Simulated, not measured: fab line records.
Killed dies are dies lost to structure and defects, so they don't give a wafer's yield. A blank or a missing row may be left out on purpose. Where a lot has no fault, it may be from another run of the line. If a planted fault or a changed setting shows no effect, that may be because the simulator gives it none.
fab line records ; flow sky130
record lots=12; wafers=35; last-day=50
route steps=708 shown FIELD_ISO@8 SONOS_ONO@169
lots that met no fault: from a run of the same line without faults
start-h: hours from the record's opening day to when the first of the lot's shown wafers began ; wait-h: hours elapsed since this lot's preceding step ; " same as the row above ; L1.1+2: a row that stands for several wafers ; - no value, or no start was given ; * or withheld: withheld ; < > ~ a bound
route shown NAME@n: NAME is a module with steps in the file, n the number in the route of the first one ; usual: the fault-free wafers' mean and standard deviation ; same: alike in all rows ; chamber/n: place in a boat ; sites: each site's reading ; _std_site: the standard deviation of these ; _edge_site: inner sites' mean taken away from outer sites' mean ; radius-mm: for every site, how far away it sits from the centre of the wafer ; mask NAME#n: copy n ; behind: the last tool/chamber to shape the wafer ; hold: why the lot was held/for how many hours/how that ended ; device: which transistor (n, p or np) failed to switch ; end of line: the tests these same wafers got at the end of their route ; step lacking rows: just its recipe ; killed: dies lost to structure and defects at the first sort, not the wafer's yield ; map: dies across one wafer; x = killed, . = not, _ = none there
set.NAME: setting as actually run; set.NAME@STEP: the setting as run at that earlier step ; model.NAME: the simulator's own value behind a step, which no gauge read
a sample of lots followed through the steps of the route, with each step as a table and each wafer as a row
services: a tool's chamber out of use, with start hour (start-h, from the record's first day; less than 0 if before it), hours out, and reason
## steps
# step SKY_FIELD_ISO_COAT_07
# recipe resist=BARC; temp-c=withheld; time-s=withheld; spin-rpm=3000; resist-thk-nm=60
lot.wafer;tool;chamber;start-h;wait-h
L601.2+3+5;litho-track-04;0;20.60;0.1
L604.3+5+6;litho-track-02;0;39.26;0.1
L608.3+4+5;litho-track-01;0;59.55;0.1
L610.1+4+5;litho-track-02;0;70.71;0.1
L613.4+6;litho-track-02;0;83.04;0.1
L614.1+4+6;litho-track-01;0;86.60;0.1
L616.2+3+4;litho-track-04;0;99.65;0.1
L617.2+3+6;litho-track-01;0;105.42;0.1
L618.1+4+6;litho-track-04;0;109.03;0.1
L619.1+2+3;litho-track-04;0;113.48;0.1
L620.2+4+5;litho-track-04;0;118.30;0.1
L624.2+5+6;litho-track-02;0;139.49;0.1
# step SKY_FIELD_ISO_CD_MEAS_13
# recipe target-cd-nm=150
# usual cd-nm=149.7/1.4
lot.wafer;tool;chamber;start-h;wait-h;cd-nm
L601.2;cd-sem-01;-;28.53;-;151.5
L601.3;cd-sem-01;-;28.53;-;150.3
L601.5;cd-sem-01;-;28.53;-;151.6
L604.3;cd-sem-02;-;47.99;-;148.5
L604.5;cd-sem-02;-;47.99;-;149.4
L604.6;cd-sem-02;-;47.99;-;147.2
L608.3;cd-sem-02;-;67.77;-;150.6
L608.4;cd-sem-02;-;67.77;-;149.7
L608.5;cd-sem-02;-;67.77;-;151.7
L610.1;cd-sem-02;-;79.85;-;152.1
L610.4;cd-sem-02;-;79.85;-;151.2
L610.5;cd-sem-02;-;79.85;-;150.1
L613.4;cd-sem-02;-;91.42;-;147.1
L613.6;cd-sem-02;-;91.42;-;146.9
L614.1;cd-sem-01;-;95.11;-;150.3
L614.4;cd-sem-01;-;95.11;-;150.0
L614.6;cd-sem-01;-;95.11;-;150.1
L616.2;cd-sem-01;-;109.02;-;150.9
L616.3;cd-sem-01;-;109.02;-;150.2
L616.4;cd-sem-01;-;109.02;-;150.2
L617.2;cd-sem-01;-;115.47;-;150.8
L617.3;cd-sem-01;-;115.47;-;151.1
L617.6;cd-sem-01;-;115.47;-;150.5
L618.1;cd-sem-02;-;118.76;-;151.9
L618.4;cd-sem-02;-;118.76;-;150.7
L618.6;cd-sem-02;-;118.76;-;150.6
L619.1;cd-sem-01;-;122.75;-;149.9
L619.2;cd-sem-01;-;122.75;-;149.8
L619.3;cd-sem-01;-;122.75;-;149.0
L620.2;cd-sem-01;-;128.55;-;148.1
L620.4;cd-sem-01;-;128.55;-;149.2
L620.5;cd-sem-01;-;128.55;-;150.3
L624.2;cd-sem-01;-;149.43;-;147.2
L624.5;cd-sem-01;-;149.43;-;147.5
L624.6;cd-sem-01;-;149.43;-;149.4
# step SKY_FIELD_ISO_ETCH_14
# recipe chemistry=N2/H2; target=BARC; ion-energy-ev=200; source-w=500; bias-w=100; pressure-mtorr=30; n2-flow-sccm=100; h2-flow-sccm=200; stop-on=SiO2; time-s=45.9; target-depth-a=600
# usual drypump-motor-current-A=6.0/0.35; oes-product-au=0.854/0.0045; throttle-valve-pct=13.225/0.0092
lot.wafer;tool;chamber;start-h;wait-h;drypump-motor-current-A;oes-product-au;rf-hours-counter-h;throttle-valve-pct
L601.2;rie-diel-02;0;28.63;0.1;6.3;0.853;3;13.220
L601.3;rie-diel-02;2;28.63;0.1;5.9;0.856;16;13.238
L601.5;rie-diel-02;1;28.63;0.1;6.1;0.856;-;13.215
L604.3;rie-diel-02;2;48.07;0.1;5.9;0.850;16;13.230
L604.5;rie-diel-02;0;48.07;0.1;6.3;0.855;-;13.221
L604.6;rie-diel-02;3;48.07;0.1;6.5;0.856;-;13.204
L608.3;rie-diel-04;1;67.85;0.1;5.2;0.865;67;13.226
L608.4;rie-diel-04;0;67.85;0.1;5.7;0.853;-;13.218
L608.5;rie-diel-04;2;67.85;0.1;5.4;0.852;-;13.235
L610.1;rie-diel-01;3;79.97;0.1;6.4;0.899;159;13.232
L610.4;rie-diel-01;2;79.97;0.1;5.6;0.859;87;13.229
L610.5;rie-diel-01;0;79.97;0.1;5.8;0.848;-;13.237
L613.4;rie-diel-01;1;91.48;0.0;6.0;0.852;143;13.214
L613.6;rie-diel-01;0;91.48;0.0;5.9;0.903;-;13.222
L614.1;rie-diel-04;1;95.23;0.1;5.2;0.859;68;13.239
L614.4;rie-diel-04;3;95.23;0.1;6.0;0.855;0;13.224
L614.6;rie-diel-04;3;95.23;0.1;6.0;0.853;-;13.226
L616.2;rie-diel-02;0;109.12;0.1;6.3;0.859;4;13.227
L616.3;rie-diel-02;2;109.12;0.1;5.9;0.856;17;13.228
L616.4;rie-diel-02;3;109.12;0.1;6.5;0.847;2;13.234
L617.2;rie-diel-01;2;115.57;0.1;5.6;0.860;88;13.231
L617.3;rie-diel-01;3;115.57;0.1;6.4;0.860;160;13.212
L617.6;rie-diel-01;0;115.57;0.1;5.9;0.853;-;13.238
L618.1;rie-diel-01;1;118.88;0.1;6.0;0.854;144;13.215
L618.4;rie-diel-01;3;118.88;0.1;6.4;0.853;160;13.249
L618.6;rie-diel-01;1;118.88;0.1;6.0;0.849;-;13.209
L619.1;rie-diel-02;0;122.87;0.1;6.3;0.852;5;13.235
L619.2;rie-diel-02;1;122.87;0.1;6.1;0.838;81;13.225
L619.3;rie-diel-02;3;122.87;0.1;6.5;0.847;2;13.232
L620.2;rie-diel-01;1;128.65;0.1;6.0;0.859;144;13.221
L620.4;rie-diel-01;0;128.65;0.1;5.8;0.859;-;13.218
L620.5;rie-diel-01;1;128.65;0.1;6.0;0.848;-;13.229
L624.2;rie-diel-02;3;149.53;0.1;6.5;0.857;3;13.217
L624.5;rie-diel-02;0;149.53;0.1;6.4;0.861;-;13.217
L624.6;rie-diel-02;3;149.53;0.1;6.5;0.861;-;13.217
# step SKY_FIELD_ISO_STRIP_16
# recipe chemistry=O2/N2; power-w=1400; pressure-mtorr=1500; platen-temp-c=withheld; o2-flow-sccm=3000; n2-flow-sccm=300; overash-fraction=0.5
# usual drypump-motor-current-A=5.8/0.44; oes-product-au=0.378/0.0046; strip-time-to-endpoint-s=3.540/0.029
lot.wafer;tool;chamber;start-h;wait-h;drypump-motor-current-A;oes-product-au;rf-hours-counter-h;strip-time-to-endpoint-s
L601.2;plasma-asher-01;0;28.73;0.0;5.2;0.374;22;3.554
L601.3;plasma-asher-01;1;28.73;0.0;6.3;0.381;-;3.533
L601.5;plasma-asher-01;0;28.73;0.0;5.2;0.375;-;3.566
L604.3;plasma-asher-02;1;48.20;0.1;5.8;0.365;-;3.558
L604.5;plasma-asher-02;0;48.20;0.1;6.0;0.377;-;3.500
L604.6;plasma-asher-02;1;48.20;0.1;5.8;0.388;-;3.574
L608.3;plasma-asher-02;1;67.98;0.1;5.8;0.377;-;3.502
L608.4;plasma-asher-02;0;67.98;0.1;6.0;0.380;-;3.530
L608.5;plasma-asher-02;0;67.98;0.1;6.0;0.373;-;3.546
L610.1;plasma-asher-01;0;80.07;0.0;5.1;0.377;26;3.626
L610.4;plasma-asher-01;1;80.07;0.0;6.3;0.377;-;3.572
L610.5;plasma-asher-01;1;80.07;0.0;6.3;0.369;-;3.507
L613.4;plasma-asher-02;1;91.61;0.1;5.8;0.375;-;3.546
L613.6;plasma-asher-02;0;91.61;0.1;6.0;0.384;-;3.618
L614.1;plasma-asher-01;0;95.33;0.0;5.1;0.371;28;3.532
L614.4;plasma-asher-01;0;95.33;0.0;5.2;0.386;-;3.572
L614.6;plasma-asher-01;0;95.33;0.0;5.2;0.383;-;3.567
L616.2;plasma-asher-01;0;109.22;0.0;5.2;0.374;29;3.490
L616.3;plasma-asher-01;1;109.22;0.0;6.3;0.376;-;3.547
L616.4;plasma-asher-01;0;109.22;0.0;5.2;0.376;-;3.535
L617.2;plasma-asher-02;1;115.67;0.0;5.8;0.381;44;3.595
L617.3;plasma-asher-02;0;115.67;0.0;6.0;0.374;-;3.561
L617.6;plasma-asher-02;0;115.67;0.0;6.0;0.378;-;3.559
L618.1;plasma-asher-02;1;118.98;0.0;5.8;0.385;44;3.525
L618.4;plasma-asher-02;1;118.98;0.0;5.8;0.378;-;3.530
L618.6;plasma-asher-02;0;118.98;0.0;6.0;0.371;-;3.482
L619.1;plasma-asher-02;1;122.97;0.0;5.8;0.375;44;3.511
L619.2;plasma-asher-02;0;122.97;0.0;6.0;0.382;44;3.481
L619.3;plasma-asher-02;0;122.97;0.0;6.0;0.383;-;3.556
L620.2;plasma-asher-02;1;128.75;0.0;5.8;0.381;45;3.470
L620.4;plasma-asher-02;0;128.75;0.0;6.0;0.380;-;3.470
L620.5;plasma-asher-02;1;128.75;0.0;5.8;0.379;-;3.480
L624.2;plasma-asher-01;1;149.63;0.0;6.3;0.369;33;3.547
L624.5;plasma-asher-01;1;149.63;0.0;6.3;0.382;-;3.522
L624.6;plasma-asher-01;0;149.63;0.0;5.1;0.381;-;3.574
# step SKY_FIELD_ISO_THK_MEAS_25
# recipe reads=SiO2_of_FIELD_ISO_CVD_24
# usual FIELD_ISO_CVD_24_THK=595/6.7
lot.wafer;tool;chamber;start-h;wait-h;FIELD_ISO_CVD_24_THK[nm]
L601.2;film-metro-04;-;30.51;0.0;600
L601.3;film-metro-04;-;30.51;0.0;599
L601.5;film-metro-04;-;30.51;0.0;591
L604.3;film-metro-04;-;50.28;0.1;583
L604.5;film-metro-04;-;50.28;0.1;589
L604.6;film-metro-04;-;50.28;0.1;581
L608.3;film-metro-01;-;70.29;0.1;599
L608.4;film-metro-01;-;70.29;0.1;586
L608.5;film-metro-01;-;70.29;0.1;592
L610.1;film-metro-04;-;83.69;0.0;601
L610.4;film-metro-04;-;83.69;0.0;603
L610.5;film-metro-04;-;83.69;0.0;599
L613.4;film-metro-04;-;94.47;0.0;599
L613.6;film-metro-04;-;94.47;0.0;596
L614.1;film-metro-04;-;99.21;0.0;591
L614.4;film-metro-04;-;99.21;0.0;592
L614.6;film-metro-04;-;99.21;0.0;595
L616.2;film-metro-01;-;110.99;0.0;605
L616.3;film-metro-01;-;110.99;0.0;593
L616.4;film-metro-01;-;110.99;0.0;597
L617.2;film-metro-04;-;117.95;0.0;595
L617.3;film-metro-04;-;117.95;0.0;599
L617.6;film-metro-04;-;117.95;0.0;592
L618.1;film-metro-03;-;120.80;0.0;589
L618.4;film-metro-03;-;120.80;0.0;595
L618.6;film-metro-03;-;120.80;0.0;598
L619.1;film-metro-04;-;124.85;0.0;589
L619.2;film-metro-04;-;124.85;0.0;581
L619.3;film-metro-04;-;124.85;0.0;582
L620.2;film-metro-01;-;132.84;0.0;609
L620.4;film-metro-01;-;132.84;0.0;608
L620.5;film-metro-01;-;132.84;0.0;601
L624.2;film-metro-04;-;151.55;0.0;592
L624.5;film-metro-04;-;151.55;0.0;599
L624.6;film-metro-04;-;151.55;0.0;586
# step SKY_SONOS_ONO_THK_MEAS_01
# recipe reads=SiO2_of_SONOS_ONO_OXIDATION_00
# usual SONOS_ONO_OXIDATION_THK=2.62/0.053
lot.wafer;tool;chamber;start-h;wait-h;SONOS_ONO_OXIDATION_THK[nm]
L601.2;film-metro-01;-;243.41;0.0;2.60
L601.3;film-metro-01;-;243.41;0.0;2.58
L601.5;film-metro-01;-;243.41;0.0;2.62
L604.3;film-metro-01;-;279.95;0.0;2.54
L604.5;film-metro-01;-;279.95;0.0;2.58
L604.6;film-metro-01;-;279.95;0.0;2.57
L608.3;film-metro-04;-;307.85;0.0;2.60
L608.4;film-metro-04;-;307.85;0.0;2.70
L608.5;film-metro-04;-;307.85;0.0;2.64
L610.1;film-metro-01;-;343.10;0.0;2.59
L610.4;film-metro-01;-;343.10;0.0;2.57
L610.5;film-metro-01;-;343.10;0.0;2.66
L613.4;film-metro-03;-;354.33;0.0;2.62
L613.6;film-metro-03;-;354.33;0.0;2.60
L614.1;film-metro-03;-;354.36;0.1;2.63
L614.4;film-metro-03;-;354.36;0.1;2.57
L614.6;film-metro-03;-;354.36;0.1;2.64
L616.2;film-metro-04;-;370.67;0.0;2.60
L616.3;film-metro-04;-;370.67;0.0;2.65
L616.4;film-metro-04;-;370.67;0.0;2.59
L617.2;film-metro-01;-;380.19;0.0;2.69
L617.3;film-metro-01;-;380.19;0.0;2.67
L617.6;film-metro-01;-;380.19;0.0;2.67
L618.1;film-metro-04;-;385.56;0.0;2.66
L618.4;film-metro-04;-;385.56;0.0;2.66
L618.6;film-metro-04;-;385.56;0.0;2.72
L619.1;film-metro-01;-;389.98;0.0;2.52
L619.2;film-metro-01;-;389.98;0.0;2.53
L619.3;film-metro-01;-;389.98;0.0;2.57
L620.2;film-metro-04;-;409.27;0.0;2.62
L620.4;film-metro-04;-;409.27;0.0;2.57
L620.5;film-metro-04;-;409.27;0.0;2.61
L624.2;film-metro-03;-;434.13;0.0;2.60
L624.5;film-metro-03;-;434.13;0.0;2.61
L624.6;film-metro-03;-;434.13;0.0;2.58
## services
tool;chamber;start-h;hours;kind
litho-track-01;-;7.08;-;consumable-replace:filter
rie-diel-04;-;9.93;0.1;repair
plasma-asher-01;-;18.63;2.8;repair
rie-diel-04;1;21.51;18.3;repair
plasma-asher-01;-;40.36;2.8;repair
plasma-asher-01;-;46.68;3.9;repair
rie-diel-04;3;47.11;-;clean
rie-diel-04;3;47.11;29.0;scheduled-down
rie-diel-04;3;47.11;29.0;vent-cycle
rie-diel-04;2;85.05;5.5;repair
plasma-asher-01;-;98.83;3.3;repair
rie-diel-04;2;100.21;11.9;repair
rie-diel-04;-;124.58;0.5;repair
rie-diel-01;3;128.29;-;clean
rie-diel-01;3;128.29;12.1;scheduled-down
rie-diel-01;3;128.29;12.1;vent-cycle
rie-diel-04;1;131.29;4.0;repair
plasma-asher-02;-;142.00;11.0;repair
## key
first-sign step=SKY_FIELD_ISO_ETCH_14; reading=oes-product-au; direction=up; sigmas=10; usual=0.854; struck=0.901
effect step=SKY_FIELD_ISO_STRIP_16; reading=strip-time-to-endpoint-s; direction=up; sigmas=2.8; usual=*; struck=*
met-at SKY_FIELD_ISO_COAT_07
struck-lots L610,L613
struck-wafers L610.1,L613.6
sort-left-out L613.6
tester-left-out L610,L613
not-acting-at SKY_FIELD_ISO_CD_MEAS_13,SKY_FIELD_ISO_THK_MEAS_25,SKY_SONOS_ONO_THK_MEAS_01
onset-between 39.26 70.71
fault kind=process-parameter-drift; tool=litho-track-02; chamber=-; onset-h=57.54; steps=SKY_FIELD_ISO_COAT_07; channel=resist-thk-nm; offset=5.5053; shape=step; end-h=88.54; scope=struck-wafers-only; acts-in=these-recipes-only; stated=60
# tester-left-out: of these lots the tester's yield and bins aren't shown, on N5 and GAA mostly nor the transistor test; their killed dies are dies lost to structure and defects alone, not to doping, threshold or leakage, so they don't give the yield
# sort-left-out: the simulated sort isn't trusted on such a fault, so these wafers' sort isn't shown, and their yield isn't known
